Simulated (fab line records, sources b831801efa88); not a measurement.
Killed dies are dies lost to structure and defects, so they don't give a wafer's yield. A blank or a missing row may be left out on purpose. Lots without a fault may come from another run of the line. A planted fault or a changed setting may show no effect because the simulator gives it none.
Which tool did it? | flow sky130 | 24 lots, 72 wafers sampled, at 6 steps of a route of 708

WHAT THE GAUGES READ, wafer by wafer
SKY_VIA2_BOW_MEAS_03.
lot  | measured     | on            | VIA2_BOW (um)
L074 | day 35 12:23 | film_metro-02 | 84 74 101
L075 | day 36 01:32 | film_metro-02 | 85 86 83
L076 | day 36 15:14 | film_metro-02 | 82 95 87
L077 | day 36 18:08 | film_metro-03 | 92 87 81
L078 | day 36 20:26 | film_metro-03 | 97 93 94
L079 | day 37 12:05 | film_metro-03 | 79 82 72
L080 | day 38 06:28 | film_metro-02 | 87 86 87
L082 | day 38 07:14 | film_metro-01 | 85 94 83
L081 | day 38 11:38 | film_metro-02 | 80 84 92
L083 | day 38 17:00 | film_metro-03 | 85 87 78
L084 | day 39 02:19 | film_metro-01 | 86 68 78
L086 | day 39 04:28 | film_metro-02 | 85 77 91
L087 | day 39 06:24 | film_metro-02 | 93 94 86
L085 | day 39 08:07 | film_metro-02 | 91 77 78
L088 | day 39 16:41 | film_metro-02 | 82 91 92
L089 | day 40 01:35 | film_metro-02 | 98 84 89
L090 | day 40 01:49 | film_metro-03 | 101 97 96
L091 | day 40 17:28 | film_metro-03 | 70 87 75
L092 | day 41 01:11 | film_metro-03 | 97 82 100
L094 | day 41 03:58 | film_metro-03 | 82 82 82
L093 | day 41 05:28 | film_metro-02 | 80 90 92
L095 | day 41 15:46 | film_metro-02 | 93 93 88
L097 | day 42 01:14 | film_metro-03 | 78 85 69
L096 | day 42 03:41 | film_metro-02 | 80 83 67

SKY_VIA2_OVL_MEAS_13.
lot  | measured     | on         | VIA2_OVL (nm)
L074 | day 36 14:37 | overlay-01 | 4 11 2
L075 | day 37 03:39 | overlay-02 | 0 9 -1
L076 | day 37 17:50 | overlay-02 | 2 8 8
L077 | day 37 20:37 | overlay-01 | -3 3 -4
L078 | day 37 22:39 | overlay-02 | 4 7 6
L079 | day 38 13:24 | overlay-02 | 2 0 -1
L080 | day 39 07:07 | overlay-01 | 5 4 6
L082 | day 39 08:03 | overlay-01 | 6 1 7
L081 | day 39 12:28 | overlay-01 | 14 13 11
L083 | day 39 17:47 | overlay-01 | -2 -11 -1
L084 | day 40 03:00 | overlay-02 | 3 1 -1
L086 | day 40 05:22 | overlay-01 | 4 7 -4
L087 | day 40 06:50 | overlay-02 | 3 2 -3
L085 | day 40 08:43 | overlay-02 | -2 1 5
L088 | day 40 16:57 | overlay-02 | 4 1 1
L089 | day 41 01:49 | overlay-02 | -4 1 -4
L090 | day 41 01:58 | overlay-01 | -4 -3 -6
L091 | day 41 17:04 | overlay-02 | 2 -1 -5
L092 | day 42 01:46 | overlay-02 | 3 7 2
L094 | day 42 04:11 | overlay-01 | -7 -5 -4
L093 | day 42 05:32 | overlay-02 | -8 0 -3
L095 | day 42 15:55 | overlay-01 | -6 -3 -1
L097 | day 43 00:33 | overlay-01 | 4 7 -1
L096 | day 43 03:05 | overlay-02 | -1 3 9

SKY_CAPM_OVL_MEAS_12.
lot  | measured     | on         | CAPM_OVL (nm)
L074 | day 37 18:17 | overlay-02 | 0.7 0.9 2.7
L075 | day 38 07:01 | overlay-01 | 1.8 1.0 0.4
L076 | day 38 21:01 | overlay-01 | 2.9 1.0 2.7
L077 | day 38 23:24 | overlay-02 | 2.0 2.7 1.2
L078 | day 39 01:16 | overlay-01 | 2.9 1.9 2.3
L079 | day 39 15:32 | overlay-02 | -0.3 2.3 2.0
L080 | day 40 08:38 | overlay-02 | 1.2 2.9 2.5
L082 | day 40 09:13 | overlay-01 | 0.3 1.1 -0.3
L081 | day 40 13:43 | overlay-01 | 0.2 -0.4 -0.3
L083 | day 40 19:20 | overlay-02 | 1.0 1.8 1.4
L084 | day 41 04:40 | overlay-01 | 0.9 2.6 1.8
L086 | day 41 07:29 | overlay-02 | 0.9 0.5 2.4
L087 | day 41 08:56 | overlay-01 | 0.1 2.5 1.9
L085 | day 41 10:37 | overlay-02 | 0.1 -0.4 0.4
L088 | day 41 18:11 | overlay-02 | 4.6 3.1 1.7
L089 | day 42 02:50 | overlay-02 | 0.7 -0.8 -0.9
L090 | day 42 03:08 | overlay-01 | 0.1 2.2 0.1
L091 | day 42 18:35 | overlay-01 | 1.3 0.2 1.6
L092 | day 43 02:34 | overlay-02 | 3.1 1.2 2.0
L094 | day 43 04:52 | overlay-02 | 0.0 0.6 0.4
L093 | day 43 06:50 | overlay-02 | 2.3 1.9 1.3
L095 | day 43 16:14 | overlay-02 | -1.1 1.4 2.1
L097 | day 44 00:11 | overlay-01 | 0.9 1.8 1.6
L096 | day 44 02:17 | overlay-02 | 0.7 1.3 0.9

SKY_CAP2M_RS_MEAS_03: measures by four-point-probe.
lot  | measured     | on            | CAP2M_TIN_RS (ohm/sq)
L074 | day 40 01:10 | film_metro-02 | 6.93 6.97 6.99
L075 | day 40 11:44 | film_metro-03 | 6.98 6.78 6.96
L076 | day 41 02:32 | film_metro-04 | 6.82 6.75 6.80
L077 | day 41 04:08 | film_metro-02 | 6.80 6.79 6.78
L078 | day 41 06:03 | film_metro-02 | 7.05 7.00 7.02
L079 | day 41 19:35 | film_metro-02 | 6.82 6.91 6.88
L080 | day 42 12:09 | film_metro-02 | 6.96 6.97 6.98
L082 | day 42 13:02 | film_metro-04 | 6.91 6.90 6.99
L081 | day 42 16:58 | film_metro-04 | 6.98 6.80 6.94
L083 | day 42 23:28 | film_metro-02 | 6.93 6.82 6.83
L084 | day 43 08:00 | film_metro-03 | 6.92 6.83 6.97
L086 | day 43 10:44 | film_metro-03 | 7.16 6.98 7.15
L087 | day 43 12:10 | film_metro-04 | 6.98 6.76 6.83
L085 | day 43 13:11 | film_metro-02 | 6.88 7.01 6.85
L088 | day 43 19:41 | film_metro-03 | 6.89 6.89 6.96
L089 | day 44 04:44 | film_metro-02 | 6.88 6.78 6.72
L090 | day 44 05:12 | film_metro-02 | 6.81 6.76 6.84
L091 | day 44 19:38 | film_metro-02 | 6.97 6.99 7.01
L092 | day 45 03:54 | film_metro-03 | 6.84 6.80 6.79
L094 | day 45 05:19 | film_metro-02 | 6.98 6.97 6.98
L093 | day 45 06:14 | film_metro-04 | 6.95 7.02 7.04
L095 | day 45 15:59 | film_metro-02 | 7.00 6.87 6.99
L097 | day 45 23:31 | film_metro-04 | 6.88 6.92 6.84
L096 | day 46 01:16 | film_metro-03 | 6.82 7.01 6.85

WHICH TOOL RAN EACH LOT (tool, then ch and the chambers of the sampled wafers, then the start)
lot  | SKY_METAL1_SPUTTER_03        | SKY_VIA2_CMP_02
L074 | pvd_sputter-02, day 31 22:22 | cmp-02 ch 0,2,3, day 35 12:10
L075 | pvd_sputter-01, day 32 12:14 | cmp-02 ch 0,1,3, day 36 01:20
L076 | pvd_sputter-01, day 33 02:04 | cmp-01 ch 0,3, day 36 14:56
L077 | pvd_sputter-02, day 33 06:05 | cmp-01 ch 0,1,2, day 36 17:55
L078 | pvd_sputter-03, day 33 09:43 | cmp-01 ch 1,2, day 36 20:07
L079 | pvd_sputter-02, day 34 01:07 | cmp-02 ch 0,2, day 37 11:49
L080 | pvd_sputter-03, day 34 19:51 | cmp-01 ch 0,1,3, day 38 06:08
L082 | pvd_sputter-02, day 34 20:10 | cmp-01 ch 1,2,3, day 38 07:02
L081 | pvd_sputter-02, day 35 00:58 | cmp-02 ch 0,1,2, day 38 11:26
L083 | pvd_sputter-01, day 35 06:08 | cmp-02 ch 0,2,3, day 38 16:41
L084 | pvd_sputter-01, day 35 17:17 | cmp-02 ch 0,2, day 39 02:02
L086 | pvd_sputter-02, day 35 19:26 | cmp-01 ch 1,2, day 39 04:11
L087 | pvd_sputter-02, day 35 21:41 | cmp-01 ch 0,2, day 39 06:06
L085 | pvd_sputter-01, day 35 22:08 | cmp-02 ch 1,2,3, day 39 07:50
L088 | pvd_sputter-02, day 36 08:23 | cmp-01 ch 0,1,3, day 39 16:29
L089 | pvd_sputter-02, day 36 17:01 | cmp-01 ch 0,1, day 40 01:14
L090 | pvd_sputter-01, day 36 17:56 | cmp-02 ch 0,2,3, day 40 01:32
L091 | pvd_sputter-01, day 37 10:19 | cmp-01 ch 0,1,3, day 40 17:14
L092 | pvd_sputter-01, day 37 18:25 | cmp-01 ch 0,2,3, day 41 00:56
L094 | pvd_sputter-02, day 37 21:07 | cmp-01 ch 0,2,3, day 41 03:43
L093 | pvd_sputter-03, day 37 23:08 | cmp-02 ch 0,1,3, day 41 05:10
L095 | pvd_sputter-02, day 38 10:20 | cmp-01 ch 0,2, day 41 15:29
L097 | pvd_sputter-01, day 38 20:16 | cmp-01 ch 0,3, day 42 00:56
L096 | pvd_sputter-03, day 38 21:34 | cmp-01 ch 0,2,3, day 42 03:23
- SKY_METAL1_SPUTTER_03: material Ti, target thk 5 nm, time 3.3 s.
- SKY_VIA2_CMP_02: polishes SiO2.

WHAT THE TOOLS THEMSELVES READ (means of the sampled wafers that have a number; where no wafer has one, the mark that the record gives instead)
SKY_METAL1_SPUTTER_03.
lot  | tool           | throttle_valve_pct (%)
L074 | pvd_sputter-02 | 30.5
L075 | pvd_sputter-01 | 30.4
L076 | pvd_sputter-01 | 30.1
L077 | pvd_sputter-02 | 28.6
L078 | pvd_sputter-03 | 29.8
L079 | pvd_sputter-02 | 29.3
L080 | pvd_sputter-03 | 30.0
L082 | pvd_sputter-02 | 29.4
L081 | pvd_sputter-02 | 30.4
L083 | pvd_sputter-01 | 30.4
L084 | pvd_sputter-01 | 30.3
L086 | pvd_sputter-02 | 30.4
L087 | pvd_sputter-02 | 30.1
L085 | pvd_sputter-01 | 30.4
L088 | pvd_sputter-02 | 30.2
L089 | pvd_sputter-02 | 29.3
L090 | pvd_sputter-01 | 30.5
L091 | pvd_sputter-01 | 30.2
L092 | pvd_sputter-01 | 30.4
L094 | pvd_sputter-02 | 29.2
L093 | pvd_sputter-03 | 29.7
L095 | pvd_sputter-02 | 28.5
L097 | pvd_sputter-01 | 30.4
L096 | pvd_sputter-03 | 29.7

SKY_VIA2_CMP_02.
lot  | tool   | head_pressure_psi (psi) | motor_current_A (A)
L074 | cmp-02 | 4.001                   | 11.9
L075 | cmp-02 | 4.004                   | 11.8
L076 | cmp-01 | 4.001                   | 12.4
L077 | cmp-01 | 3.987                   | 12.2
L078 | cmp-01 | 3.998                   | 12.5
L079 | cmp-02 | 3.997                   | 11.6
L080 | cmp-01 | 3.999                   | 12.6
L082 | cmp-01 | 3.995                   | 12.3
L081 | cmp-02 | 4.005                   | 11.6
L083 | cmp-02 | 4.004                   | 11.7
L084 | cmp-02 | 4.004                   | 11.2
L086 | cmp-01 | 4.009                   | 12.5
L087 | cmp-01 | 4.004                   | 11.1
L085 | cmp-02 | 4.004                   | 12.2
L088 | cmp-01 | 4.008                   | 12.3
L089 | cmp-01 | 4.003                   | 12.8
L090 | cmp-02 | 4.006                   | 12.1
L091 | cmp-01 | 4.005                   | 12.6
L092 | cmp-01 | 4.002                   | 11.4
L094 | cmp-01 | 3.992                   | 11.9
L093 | cmp-02 | 3.992                   | 11.7
L095 | cmp-01 | 4.000                   | 11.1
L097 | cmp-01 | 3.995                   | 11.7
L096 | cmp-01 | 3.992                   | 11.9

THE ANSWER, worked out from the rows above alone
Rule: what is usual is taken from the lots themselves. Put in order of their means at a reading, lots are off if they are a third of the lots or fewer, leave a main group of 4 or more, and stand apart from it by a gap of 3 or more times the standard deviation of the main group's means; of several such gaps the widest counts. A main group whose means are all the same, to the digits that the tables above print for the reading, isn't used. A lot without any number at a reading at which 4 lots or more have one is off too. The other lots that the step has rows for count as sound. The gauges are gone through in route order, then the tools' own readings, and for those a lot's mean is taken as printed above. The first step at which some lot is off is used, and at that step the reading that is off furthest; a lot without a number counts as furthest.
No lot is off at any reading shown: from this, nothing can be told.

WHAT THE SIMULATOR HAD PUT IN
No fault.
